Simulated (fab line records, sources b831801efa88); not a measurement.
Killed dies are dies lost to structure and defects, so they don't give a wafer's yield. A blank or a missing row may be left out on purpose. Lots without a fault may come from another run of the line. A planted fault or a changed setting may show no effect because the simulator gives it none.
fab line records | flow sky130
record lots=12 wafers=36 last_day=50
route steps=708 shown NWELL@66 VT_ADJUST_LVTN@117 SONOS_ONO@181 PAD_OPEN@708
lots that met no fault: from a run of the same line without faults
start_h: hours from the record's first day to the start of the lot's first wafer shown | wait_h: hours since the lot's step before | " the same as in the row above | L1.1+2: a row that stands for several wafers | - no value, or no start given | * or withheld: withheld | < > ~ a bound
route shown NAME@n: a module of which the file shows steps, and the number in the route of the first | usual: mean/standard deviation of fault-free wafers | same: alike in all rows | chamber/n: place in a boat | sites: the reading at each site | _std_site: their standard deviation | _edge_site: outer sites' mean less inner sites' | radius_mm: how far each site lies from the wafer's centre | mask NAME#n: copy n | behind: the tool/chamber that last shaped the wafer | hold: why the lot was held/for how many hours/how that ended | device: the transistor (n, p or np) that didn't switch | end of line: the same wafers' tests at the end of the route | a step without rows: its recipe alone | killed: dies lost to structure and defects at the first sort, not the wafer's yield | map: a wafer's dies, x killed, . not, _ none there
set.NAME: the setting as run; set.NAME@STEP: as run at that earlier step | model.NAME: the simulator's own value behind a step, which no gauge read
steps of the route over a sample of lots; a table a step, a row a wafer
services: from which hour (start_h, from the record's first day; less than 0 if before it) a tool's chamber was out of use, for how many hours, and why
## steps
# step SKY_NWELL_IMPLANT_13
# recipe species=P energy_kev=50 dose_cm2=7e+11 tilt_deg=withheld
# usual beam_energy_keV=50.002/0.016 dose_ions_cm2=6.998e+11/7.6e+08 faraday_current_uA=3.95/0.07
# columns lot.wafer tool chamber start_h wait_h beam_energy_keV dose_ions_cm2 faraday_current_uA
L506.2 implanter-04 0 85.22 0.1 50.028 7.005e+11 3.95
L506.4 " 0 " " 50.009 7.008e+11 3.89
L506.5 " 0 " " 50.002 6.999e+11 4.00
L509.1 implanter-02 0 101.24 0.1 49.974 6.986e+11 3.86
L509.2 " 0 " " 49.993 6.991e+11 3.85
L509.5 " 0 " " 49.987 6.992e+11 4.03
L510.3 implanter-04 0 109.09 0.1 50.013 7.009e+11 3.89
L510.5 " 0 " " 49.987 6.993e+11 4.02
L510.6 " 0 " " 49.992 6.999e+11 3.95
L512.2 implanter-04 0 129.72 0.1 50.004 7.009e+11 3.85
L512.3 " 0 " " 50.004 7.003e+11 4.00
L512.4 " 0 " " 50.023 7.01e+11 3.89
L513.2 implanter-01 0 130.46 0.1 49.999 6.997e+11 4.13
L513.4 " 0 " " 49.982 6.997e+11 3.94
L513.5 " 0 " " 49.974 7.002e+11 3.94
L515.2 implanter-01 0 137.96 0.1 50.020 7.003e+11 3.80
L515.4 " 0 " " 50.019 7.003e+11 3.95
L515.6 " 0 " " 50.014 7.003e+11 3.98
L523.2 implanter-01 0 187.37 0.1 49.983 5.026e+11 2.76
L523.4 " 0 " " 49.994 5.031e+11 2.80
L523.5 " 0 " " 49.992 5.033e+11 2.83
L524.3 implanter-01 0 203.89 0.1 50.007 5.038e+11 2.82
L524.4 " 0 " " 50.001 5.04e+11 2.81
L524.5 " 0 " " 50.030 5.035e+11 2.84
L525.1 implanter-04 0 207.00 0.1 49.993 6.982e+11 3.88
L525.4 " 0 " " 50.037 6.987e+11 3.99
L525.5 " 0 " " 50.027 6.993e+11 3.94
L526.3 implanter-02 0 207.24 0.1 50.014 7.015e+11 3.99
L526.4 " 0 " " 50.019 6.994e+11 3.88
L526.6 " 0 " " 49.982 7.01e+11 3.97
L527.1 implanter-04 0 212.00 0.1 50.020 6.99e+11 4.02
L527.2 " 0 " " 49.992 6.997e+11 3.95
L527.3 " 0 " " 49.997 6.997e+11 3.85
L529.2 implanter-02 0 225.72 0.1 49.996 7.002e+11 3.87
L529.5 " 0 " " 50.005 6.983e+11 3.97
L529.6 " 0 " " 50.008 6.987e+11 3.96
# step SKY_NWELL_STRIP_14
# recipe chemistry=O2/N2 power_w=1400 pressure_mtorr=1500 platen_temp_c=withheld o2_flow_sccm=3000 n2_flow_sccm=300 overash_fraction=0.5
# usual drypump_motor_current_A=6.2/0.37 oes_product_au=0.722/0.0043 strip_time_to_endpoint_s=36.93/0.12
# columns lot.wafer tool chamber start_h wait_h drypump_motor_current_A oes_product_au rf_hours_counter_h strip_time_to_endpoint_s
L506.2 plasma_asher-02 1 85.35 0.1 6.0 0.725 26 36.81
L506.4 " 0 " " 6.4 0.719 - 36.76
L506.5 " 0 " " 6.3 0.721 - 36.82
L509.1 plasma_asher-04 0 101.39 0.1 6.9 0.721 43 37.01
L509.2 " 1 " " 5.8 0.721 43 36.98
L509.5 " 1 " " 5.8 0.721 - 37.05
L510.3 plasma_asher-03 0 109.22 0.1 6.1 0.720 - 36.91
L510.5 " 1 " " 6.0 0.723 - 36.87
L510.6 " 0 " " 6.1 0.729 - 36.81
L512.2 plasma_asher-04 1 129.85 0.1 5.8 0.722 46 37.15
L512.3 " 0 " " 6.8 0.719 - 37.22
L512.4 " 1 " " 5.8 0.715 - 37.21
L513.2 plasma_asher-03 1 130.59 0.1 6.0 0.729 46 36.94
L513.4 " 1 " " 6.0 0.715 - 36.88
L513.5 " 1 " " 6.0 0.724 - 37.09
L515.2 plasma_asher-04 0 138.09 0.1 6.8 0.720 47 37.12
L515.4 " 1 " " 5.8 0.725 - 37.15
L515.6 " 1 " " 5.9 0.725 - 37.12
L523.2 plasma_asher-04 0 187.50 0.1 6.8 0.724 52 36.77
L523.4 " 0 " " 6.9 0.721 - 36.80
L523.5 " 1 " " 5.8 0.718 - 36.75
L524.3 plasma_asher-04 1 204.02 0.1 5.8 0.724 - 37.05
L524.4 " 0 " " 6.8 0.727 - 36.96
L524.5 " 1 " " 5.8 0.718 - 37.04
L525.1 plasma_asher-04 1 207.15 0.1 5.8 0.726 54 36.93
L525.4 " 1 " " 5.8 0.718 - 36.85
L525.5 " 0 " " 6.8 0.721 - 36.96
L526.3 plasma_asher-03 0 207.37 0.1 6.1 0.726 - 36.89
L526.4 " 1 " " 6.0 0.726 - 36.92
L526.6 " 1 " " 6.0 0.723 - 36.92
L527.1 plasma_asher-03 1 212.15 0.1 6.0 0.717 54 37.15
L527.2 " 0 " " 6.1 0.720 54 37.08
L527.3 " 0 " " 6.1 0.729 - 37.07
L529.2 plasma_asher-03 1 225.85 0.1 6.0 0.715 55 36.92
L529.5 " 0 " " 6.1 0.723 - 36.86
L529.6 " 1 " " 6.0 0.721 - 36.90
# step SKY_NWELL_RS_MEAS_29
# recipe thk_meas_gauge=four-point-probe
# usual NWELL_RS=624.5/1.4
# columns lot.wafer tool chamber start_h wait_h NWELL_RS[ohm/sq]
L506.2 film_metro-02 - 102.63 0.1 625.9
L506.4 " - " " 624.1
L506.5 " - " " 624.6
L509.1 film_metro-01 - 119.91 0.1 627.5
L509.2 " - " " 623.9
L509.5 " - " " 624.2
L510.3 film_metro-01 - 128.19 0.1 623.6
L510.5 " - " " 621.3
L510.6 " - " " 622.7
L512.2 film_metro-02 - 148.48 0.1 625.0
L512.3 " - " " 622.9
L512.4 " - " " 624.8
L513.2 film_metro-01 - 150.07 0.1 626.5
L513.4 " - " " 625.4
L513.5 " - " " 624.5
L515.2 film_metro-02 - 156.97 0.1 623.6
L515.4 " - " " 625.5
L515.6 " - " " 621.8
L523.2 film_metro-01 - 209.23 0.1 631.1
L523.4 " - " " 632.6
L523.5 " - " " 631.7
L524.3 film_metro-02 - 226.85 0.1 633.1
L524.4 " - " " 630.7
L524.5 " - " " 634.0
L525.1 film_metro-01 - 231.21 0.1 627.0
L525.4 " - " " 625.8
L525.5 " - " " 625.9
L526.3 film_metro-01 - 231.75 0.1 625.1
L526.4 " - " " 626.4
L526.6 " - " " 624.9
L527.1 film_metro-01 - 234.85 0.1 624.1
L527.2 " - " " 623.6
L527.3 " - " " 625.7
L529.2 film_metro-01 - 249.37 0.1 622.9
L529.5 " - " " 622.1
L529.6 " - " " 621.5
# step SKY_VT_ADJUST_LVTN_STRIP_20
# recipe chemistry=O2/N2 power_w=1400 pressure_mtorr=1500 platen_temp_c=withheld o2_flow_sccm=3000 n2_flow_sccm=300 overash_fraction=0.5
# usual drypump_motor_current_A=5.9/0.63 oes_product_au=0.715/0.0043 strip_time_to_endpoint_s=14.17/0.041
# columns lot.wafer tool chamber start_h wait_h drypump_motor_current_A oes_product_au rf_hours_counter_h strip_time_to_endpoint_s
L506.2 plasma_asher-03 1 159.05 0.1 6.0 0.716 48 14.21
L506.4 " 1 " " 6.0 0.715 - 14.21
L506.5 " 1 " " 6.0 0.712 - 14.20
L509.1 plasma_asher-01 0 176.79 0.1 5.7 0.713 6 14.08
L509.2 " 1 " " 4.8 0.723 6 14.14
L509.5 " 0 " " 5.7 0.715 - 14.11
L510.3 plasma_asher-01 0 186.88 0.1 5.7 0.715 - 14.20
L510.5 " 1 " " 4.8 0.716 - 14.22
L510.6 " 0 " " 5.7 0.713 - 14.19
L512.2 plasma_asher-01 0 213.00 0.1 5.8 0.713 9 14.13
L512.3 " 0 " " 5.7 0.723 - 14.15
L512.4 " 1 " " 4.8 0.716 - 14.14
L513.2 plasma_asher-04 0 213.59 0.1 6.8 0.715 55 14.16
L513.4 " 0 " " 6.9 0.713 - 14.10
L513.5 " 1 " " 5.8 0.721 - 14.13
L515.2 plasma_asher-04 0 222.30 0.1 6.8 0.708 56 14.20
L515.4 " 0 " " 6.8 0.720 - 14.23
L515.6 " 0 " " 6.8 0.706 - 14.24
L523.2 plasma_asher-04 1 280.14 0.1 5.8 0.715 62 14.17
L523.4 " 0 " " 6.8 0.718 - 14.16
L523.5 " 0 " " 6.9 0.718 - 14.15
L524.3 plasma_asher-04 0 299.13 0.1 6.9 0.717 - 14.15
L524.4 " 1 " " 5.8 0.708 - 14.19
L524.5 " 0 " " 6.9 0.721 - 14.22
L525.1 plasma_asher-04 1 302.84 0.1 5.8 0.715 64 14.23
L525.4 " 0 " " 6.8 0.716 - 14.21
L525.5 " 0 " " 6.8 0.717 - 14.18
L526.3 plasma_asher-03 1 304.57 0.1 6.0 0.721 - 14.20
L526.4 " 0 " " 6.1 0.718 - 14.24
L526.6 " 1 " " 6.0 0.711 - 14.18
L527.1 plasma_asher-03 0 308.35 0.1 6.1 0.723 63 14.20
L527.2 " 1 " " 6.0 0.720 63 14.14
L527.3 " 1 " " 6.0 0.717 - 14.16
L529.2 plasma_asher-03 0 324.30 0.1 6.1 0.709 64 14.10
L529.5 " 0 " " 6.1 0.709 - 14.13
L529.6 " 1 " " 6.0 0.716 - 14.14
# step SKY_SONOS_ONO_CD_MEAS_13
# recipe target_cd_nm=410
# usual cd_nm=410.8/1.9
# columns lot.wafer tool chamber start_h wait_h cd_nm
L506.2 cd_sem-02 - 277.27 0.1 409.9
L506.4 " - " " 407.7
L506.5 " - " " 410.3
L509.1 cd_sem-02 - 297.61 0.1 411.3
L509.2 " - " " 411.5
L509.5 " - " " 410.7
L510.3 cd_sem-01 - 312.94 0.1 410.0
L510.5 " - " " 409.2
L510.6 " - " " 409.4
L512.2 cd_sem-01 - 341.82 0.1 410.4
L512.3 " - " " 408.8
L512.4 " - " " 408.1
L513.2 cd_sem-02 - 341.83 0.1 411.5
L513.4 " - " " 409.9
L513.5 " - " " 412.0
L515.2 cd_sem-01 - 354.37 0.1 412.6
L515.4 " - " " 414.6
L515.6 " - " " 412.8
L523.2 cd_sem-01 - 424.82 0.1 408.0
L523.4 " - " " 407.4
L523.5 " - " " 409.3
L524.3 cd_sem-02 - 447.80 0.1 410.3
L524.4 " - " " 410.1
L524.5 " - " " 410.7
L525.1 cd_sem-02 - 450.31 0.1 409.1
L525.4 " - " " 408.5
L525.5 " - " " 407.7
L526.3 cd_sem-02 - 451.95 0.1 413.1
L526.4 " - " " 413.6
L526.6 " - " " 413.9
L527.1 cd_sem-01 - 458.65 0.1 406.4
L527.2 " - " " 407.6
L527.3 " - " " 409.3
L529.2 cd_sem-02 - 474.63 0.1 414.2
L529.5 " - " " 413.0
L529.6 " - " " 413.1
# step SKY_PAD_OPEN_PROBE_99
# usual killed_at_M0_to_M3=43/6.7 killed_at_M4_up=3.2/1.8 killed_at_contacts=25/5.2 killed_at_front_end=15/4.4 killed_at_other=0.2/0.4 killed_dies=87/9.3 killed_on_rim=17/4 killed_open=48/7.1 killed_short=39/6
# same gross_dies=492 killed_at_back_side=0
# columns lot.wafer tool chamber start_h wait_h killed_at_M0_to_M3 killed_at_M4_up killed_at_contacts killed_at_front_end killed_at_other killed_dies killed_on_rim killed_open killed_short
L506.2 prober-01 - 1078.30 0.1 46 1 33 12 1 93 24 54 39
L506.4 prober-01 - 1078.40 0.2 48 2 35 19 0 104 17 54 50
L506.5 prober-01 - 1078.45 0.2 57 0 25 22 0 104 21 58 46
L509.1 prober-02 - 1086.82 0.1 46 3 29 12 2 92 19 60 32
L509.2 prober-02 - 1086.87 0.1 48 6 23 18 0 95 20 51 44
L509.5 prober-02 - 1087.02 0.2 52 5 28 15 0 100 18 61 39
L510.3 prober-01 - 1101.26 0.2 43 5 22 16 0 86 16 47 39
L510.5 prober-01 - 1101.36 0.2 48 2 23 10 0 83 16 45 38
L510.6 prober-01 - 1101.41 0.2 50 3 20 20 1 94 21 47 47
L513.2 prober-01 - 1120.23 0.1 55 6 24 10 0 95 23 45 50
L513.4 prober-01 - 1120.33 0.2 44 3 21 17 0 85 18 35 50
L513.5 prober-01 - 1120.38 0.2 36 3 23 17 0 79 9 40 39
L512.2 prober-02 - 1120.54 0.1 43 5 22 11 1 82 12 39 43
L512.3 prober-02 - 1120.59 0.2 44 4 23 17 0 88 17 53 35
L512.4 prober-02 - 1120.64 0.2 56 2 20 21 0 99 21 52 47
L515.2 prober-02 - 1142.08 0.1 48 5 26 19 0 98 12 61 37
L515.4 prober-02 - 1142.18 0.2 46 2 29 17 0 94 21 51 43
L515.6 prober-02 - 1142.28 0.2 46 2 26 22 1 97 17 53 44
L523.2 prober-02 - 1176.78 0.1 33 3 29 17 0 82 18 51 31
L523.4 prober-02 - 1176.88 0.2 41 3 26 16 0 86 16 52 34
L523.5 prober-02 - 1176.93 0.2 30 4 29 21 1 85 19 41 44
L524.3 prober-01 - 1185.40 0.2 42 1 33 18 0 94 23 54 40
L524.4 prober-01 - 1185.45 0.2 42 5 24 15 0 86 13 54 32
L524.5 prober-01 - 1185.50 0.2 30 5 25 15 1 76 16 45 31
L525.1 prober-02 - 1188.05 0.1 41 4 22 17 0 84 15 45 39
L525.4 prober-02 - 1188.20 0.2 38 1 25 11 0 75 15 45 30
L525.5 prober-02 - 1188.25 0.2 42 4 21 10 0 77 13 39 38
L526.3 prober-01 - 1188.82 0.2 41 1 29 7 0 78 11 46 32
L526.4 prober-01 - 1188.87 0.2 45 1 31 13 1 91 17 48 43
L526.6 prober-01 - 1188.97 0.2 44 1 25 21 0 91 23 58 33
L527.1 prober-02 - 1194.62 0.1 56 1 30 19 0 106 18 58 48
L527.2 prober-02 - 1194.67 0.1 44 4 28 21 0 97 19 62 35
L527.3 prober-02 - 1194.72 0.2 49 5 27 9 0 90 19 63 27
L529.2 prober-02 - 1201.47 0.1 56 1 28 13 0 98 20 59 39
L529.5 prober-02 - 1201.62 0.2 44 3 24 15 0 86 19 46 40
L529.6 prober-02 - 1201.67 0.2 41 1 29 18 0 89 17 52 37
# killed by level:class
L506.2 CONTACT:geometric_particle:open=12 VIA1:geometric_particle:open=11 VIA2:geometric_particle:open=8 VIA3:geometric_particle:open=6 LOCAL_INTERCONNECT:geometric_particle:short=6 LI_CONTACT:geometric_particle:short=4 LI_CONTACT:geometric_particle:open=4 CONTACT:geometric_particle:short=4
L506.4 CONTACT:geometric_particle:open=16 VIA1:geometric_particle:open=10 FIELD_ISO:geometric_particle:short=7 METAL3:geometric_particle:short=7 LI_CONTACT:geometric_particle:short=6 LI_CONTACT:geometric_particle:open=6 METAL2:geometric_particle:short=6 METAL1:geometric_particle:short=5
L506.5 VIA1:geometric_particle:open=14 CONTACT:geometric_particle:open=10 VIA3:geometric_particle:open=9 METAL2:geometric_particle:short=8 VIA2:geometric_particle:open=7 VIA2:geometric_particle:short=7 FIELD_ISO:geometric_particle:open=5 POLY_GATE:geometric_particle:short=5
L509.1 VIA1:geometric_particle:open=16 CONTACT:geometric_particle:open=16 METAL2:geometric_particle:short=8 LI_CONTACT:geometric_particle:open=7 VIA3:geometric_particle:open=5 VIA2:geometric_particle:short=4 FIELD_ISO:geometric_particle:short=3 FIELD_ISO:geometric_particle:open=3
L509.2 VIA1:geometric_particle:open=14 LI_CONTACT:geometric_particle:open=8 CONTACT:geometric_particle:short=7 FIELD_ISO:geometric_particle:open=6 METAL1:geometric_particle:short=6 METAL2:geometric_particle:short=5 VIA3:geometric_particle:short=5 METAL4:geometric_particle:short=5
L509.5 VIA1:geometric_particle:open=13 LI_CONTACT:geometric_particle:open=10 METAL1:geometric_particle:short=10 VIA2:geometric_particle:open=9 CONTACT:geometric_particle:open=8 VIA3:geometric_particle:open=5 FIELD_ISO:geometric_particle:open=4 LI_CONTACT:geometric_particle:short=4
L510.3 VIA3:geometric_particle:open=9 VIA1:geometric_particle:open=9 CONTACT:geometric_particle:open=7 LOCAL_INTERCONNECT:geometric_particle:short=6 POLY_GATE:geometric_particle:short=5 LI_CONTACT:geometric_particle:open=5 METAL4:geometric_particle:short=5 VIA2:geometric_particle:short=5
L510.5 VIA1:geometric_particle:open=12 CONTACT:geometric_particle:open=7 VIA1:geometric_particle:short=7 VIA3:geometric_particle:open=7 VIA2:geometric_particle:open=6 LOCAL_INTERCONNECT:geometric_particle:short=5 CONTACT:geometric_particle:short=5 METAL2:geometric_particle:short=4
L510.6 VIA1:geometric_particle:open=10 VIA1:geometric_particle:short=8 VIA3:geometric_particle:open=8 POLY_GATE:geometric_particle:short=7 LI_CONTACT:geometric_particle:open=7 CONTACT:geometric_particle:open=6 METAL2:geometric_particle:short=5 POLY_GATE:geometric_particle:open=5
L513.2 VIA1:geometric_particle:open=11 VIA2:geometric_particle:open=9 VIA3:geometric_particle:short=7 METAL3:geometric_particle:short=7 LI_CONTACT:geometric_particle:open=6 CONTACT:geometric_particle:short=6 VIA3:geometric_particle:open=6 CONTACT:geometric_particle:open=5
L513.4 METAL2:geometric_particle:short=9 FIELD_ISO:geometric_particle:open=7 LI_CONTACT:geometric_particle:open=7 VIA1:geometric_particle:short=7 VIA2:geometric_particle:short=6 LOCAL_INTERCONNECT:geometric_particle:short=5 METAL1:geometric_particle:short=5 VIA1:geometric_particle:open=5
L513.5 CONTACT:geometric_particle:open=9 VIA3:geometric_particle:open=6 LOCAL_INTERCONNECT:geometric_particle:short=5 VIA2:geometric_particle:open=5 VIA2:geometric_particle:short=5 FIELD_ISO:geometric_particle:open=4 VIA1:geometric_particle:short=4 SPACER:geometric_particle:open=4
L512.2 METAL1:geometric_particle:short=8 VIA1:geometric_particle:open=7 VIA3:geometric_particle:open=7 CONTACT:geometric_particle:open=6 FIELD_ISO:geometric_particle:open=5 VIA1:geometric_particle:short=5 METAL2:geometric_particle:short=5 FIELD_ISO:geometric_particle:short=4
L512.3 VIA1:geometric_particle:open=16 LOCAL_INTERCONNECT:geometric_particle:short=7 CONTACT:geometric_particle:open=6 VIA3:geometric_particle:open=6 LI_CONTACT:geometric_particle:open=5 VIA2:geometric_particle:open=5 FIELD_ISO:geometric_particle:short=4 FIELD_ISO:geometric_particle:open=4
L512.4 VIA1:geometric_particle:open=14 VIA1:geometric_particle:short=9 POLY_GATE:geometric_particle:short=6 METAL1:geometric_particle:short=6 CONTACT:geometric_particle:short=6 VIA3:geometric_particle:open=6 LI_CONTACT:geometric_particle:open=5 CONTACT:geometric_particle:open=5
L515.2 VIA1:geometric_particle:open=13 LI_CONTACT:geometric_particle:open=11 METAL1:geometric_particle:short=11 CONTACT:geometric_particle:open=8 VIA3:geometric_particle:open=6 POLY_GATE:geometric_particle:short=5 VIA2:geometric_particle:open=5 POLY_GATE:geometric_particle:open=4
L515.4 VIA1:geometric_particle:open=14 CONTACT:geometric_particle:short=11 CONTACT:geometric_particle:open=11 VIA1:geometric_particle:short=5 VIA3:geometric_particle:short=5 VIA3:geometric_particle:open=5 POLY_GATE:geometric_particle:open=4 LI_CONTACT:geometric_particle:open=4
L515.6 VIA1:geometric_particle:open=14 CONTACT:geometric_particle:open=11 VIA1:geometric_particle:short=7 METAL1:geometric_particle:short=7 VIA3:geometric_particle:open=7 POLY_GATE:geometric_particle:open=6 POLY_GATE:geometric_particle:short=6 LOCAL_INTERCONNECT:geometric_particle:short=6
L523.2 LI_CONTACT:geometric_particle:open=12 VIA3:geometric_particle:open=9 VIA1:geometric_particle:open=9 CONTACT:geometric_particle:open=7 CONTACT:geometric_particle:short=6 FIELD_ISO:geometric_particle:short=5 VIA2:geometric_particle:open=4 POLY_GATE:geometric_particle:open=3
L523.4 VIA1:geometric_particle:open=10 VIA2:geometric_particle:open=10 CONTACT:geometric_particle:open=9 CONTACT:geometric_particle:short=8 FIELD_ISO:geometric_particle:open=6 METAL1:geometric_particle:short=6 LI_CONTACT:geometric_particle:open=5 POLY_GATE:geometric_particle:short=4
L523.5 FIELD_ISO:geometric_particle:open=8 CONTACT:geometric_particle:short=8 LI_CONTACT:geometric_particle:open=7 CONTACT:geometric_particle:open=7 VIA1:geometric_particle:open=6 LOCAL_INTERCONNECT:geometric_particle:short=5 VIA3:geometric_particle:open=4 VIA3:geometric_particle:short=4
L524.3 CONTACT:geometric_particle:open=13 CONTACT:geometric_particle:short=9 VIA1:geometric_particle:open=9 FIELD_ISO:geometric_particle:open=7 VIA2:geometric_particle:open=6 LI_CONTACT:geometric_particle:short=5 VIA3:geometric_particle:open=5 METAL3:geometric_particle:short=4
L524.4 CONTACT:geometric_particle:open=11 VIA1:geometric_particle:open=9 VIA2:geometric_particle:open=9 VIA3:geometric_particle:open=8 LI_CONTACT:geometric_particle:open=6 FIELD_ISO:geometric_particle:short=5 METAL3:geometric_particle:short=4 METAL2:geometric_particle:short=4
L524.5 CONTACT:geometric_particle:open=12 LI_CONTACT:geometric_particle:open=6 METAL3:geometric_particle:short=5 VIA1:geometric_particle:open=5 FIELD_ISO:geometric_particle:short=4 METAL2:geometric_particle:short=4 VIA2:geometric_particle:open=4 VIA3:geometric_particle:open=4
L525.1 METAL2:geometric_particle:short=8 FIELD_ISO:geometric_particle:open=7 CONTACT:geometric_particle:open=7 METAL1:geometric_particle:short=6 VIA1:geometric_particle:open=6 VIA2:geometric_particle:open=6 LI_CONTACT:geometric_particle:open=5 VIA3:geometric_particle:open=5
L525.4 CONTACT:geometric_particle:open=10 VIA1:geometric_particle:open=10 LI_CONTACT:geometric_particle:open=6 METAL1:geometric_particle:short=6 VIA2:geometric_particle:open=6 VIA1:geometric_particle:short=5 VIA3:geometric_particle:open=5 LI_CONTACT:geometric_particle:short=3
L525.5 LI_CONTACT:geometric_particle:open=7 CONTACT:geometric_particle:open=7 VIA1:geometric_particle:short=7 VIA1:geometric_particle:open=6 VIA3:geometric_particle:open=6 METAL1:geometric_particle:short=5 METAL2:geometric_particle:short=5 VIA2:geometric_particle:open=5
L526.3 CONTACT:geometric_particle:open=10 VIA1:geometric_particle:open=10 VIA3:geometric_particle:open=9 CONTACT:geometric_particle:short=9 LI_CONTACT:geometric_particle:open=8 METAL1:geometric_particle:short=6 FIELD_ISO:geometric_particle:short=5 VIA2:geometric_particle:open=5
L526.4 CONTACT:geometric_particle:open=13 METAL1:geometric_particle:short=8 VIA2:geometric_particle:open=7 FIELD_ISO:geometric_particle:open=6 LI_CONTACT:geometric_particle:open=6 VIA1:geometric_particle:open=6 METAL3:geometric_particle:short=6 LOCAL_INTERCONNECT:geometric_particle:short=5
L526.6 CONTACT:geometric_particle:open=12 VIA1:geometric_particle:open=12 POLY_GATE:geometric_particle:open=6 VIA3:geometric_particle:open=6 LI_CONTACT:geometric_particle:open=5 VIA2:geometric_particle:open=5 FIELD_ISO:geometric_particle:open=4 CONTACT:geometric_particle:short=4
L527.1 VIA1:geometric_particle:open=13 CONTACT:geometric_particle:open=12 LI_CONTACT:geometric_particle:open=8 METAL2:geometric_particle:short=8 VIA3:geometric_particle:open=8 FIELD_ISO:geometric_particle:open=7 CONTACT:geometric_particle:short=7 METAL1:geometric_particle:short=6
L527.2 LI_CONTACT:geometric_particle:open=10 VIA2:geometric_particle:open=10 CONTACT:geometric_particle:open=9 VIA1:geometric_particle:open=9 METAL1:geometric_particle:short=7 FIELD_ISO:geometric_particle:short=5 FIELD_ISO:geometric_particle:open=5 POLY_GATE:geometric_particle:open=4
L527.3 VIA1:geometric_particle:open=21 CONTACT:geometric_particle:open=15 LI_CONTACT:geometric_particle:open=6 VIA3:geometric_particle:open=6 METAL3:geometric_particle:short=4 VIA2:geometric_particle:open=4 POLY_GATE:geometric_particle:open=3 SPACER:geometric_particle:open=3
L529.2 VIA1:geometric_particle:open=15 LI_CONTACT:geometric_particle:open=9 CONTACT:geometric_particle:open=9 METAL2:geometric_particle:short=9 VIA2:geometric_particle:open=8 METAL1:geometric_particle:short=6 LI_CONTACT:geometric_particle:short=5 VIA1:geometric_particle:short=5
L529.5 VIA2:geometric_particle:open=9 METAL1:geometric_particle:short=7 FIELD_ISO:geometric_particle:short=6 LI_CONTACT:geometric_particle:open=6 VIA1:geometric_particle:open=6 CONTACT:geometric_particle:open=5 LOCAL_INTERCONNECT:geometric_particle:short=5 VIA3:geometric_particle:open=5
L529.6 CONTACT:geometric_particle:open=14 METAL1:geometric_particle:short=10 VIA2:geometric_particle:open=7 METAL2:geometric_particle:short=6 POLY_GATE:geometric_particle:open=6 VIA1:geometric_particle:open=6 LOCAL_INTERCONNECT:geometric_particle:short=4 LI_CONTACT:geometric_particle:short=4
## services
# columns tool chamber start_h hours kind
implanter-01 - 104.67 11.4 pm
plasma_asher-03 - 105.98 2.8 pm
plasma_asher-01 - 108.75 9.0 pm
plasma_asher-01 0 108.75 9.0 vent_cycle
plasma_asher-01 1 108.75 9.0 vent_cycle
implanter-04 - 114.66 3.7 pm
plasma_asher-01 0 117.75 - clean
plasma_asher-01 1 117.75 - clean
implanter-02 - 127.72 3.1 pm
plasma_asher-02 - 128.01 9.0 repair
implanter-04 - 187.61 2.0 repair
implanter-02 - 208.42 1.6 repair
implanter-02 - 210.45 10.0 repair
implanter-01 - 228.35 4.5 repair
implanter-01 - 265.47 10.1 repair
implanter-02 - 294.15 15.6 repair
implanter-04 - 296.77 8.2 repair
implanter-01 - 300.58 2.7 repair
plasma_asher-04 - 317.28 3.5 repair
## key
first_sign step=SKY_NWELL_IMPLANT_13 reading=dose_ions_cm2 direction=down sigmas=99+ usual=* struck=*
effect step=SKY_NWELL_IMPLANT_13 reading=faraday_current_uA direction=down sigmas=16 usual=3.95 struck=2.81
effect step=SKY_NWELL_RS_MEAS_29 reading=NWELL_RS direction=up sigmas=5.4 usual=624.5 struck=632.2
met_at SKY_NWELL_IMPLANT_13
struck_lots L523,L524
tester_left_out L523,L524
not_acting_at SKY_NWELL_STRIP_14,SKY_VT_ADJUST_LVTN_STRIP_20,SKY_SONOS_ONO_CD_MEAS_13
onset_between 137.96 187.37
fault kind=process_parameter_drift tool=implanter-01 chamber=- onset_h=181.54 steps=SKY_NWELL_IMPLANT_13 channel=dose_cm2 offset=* shape=step end_h=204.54 acts_in=* stated=*
# tester_left_out: of these lots the tester's yield and bins aren't shown, on N5 and GAA mostly nor the transistor test; their killed dies are dies lost to structure and defects alone, not to doping, threshold or leakage, so they don't give the yield
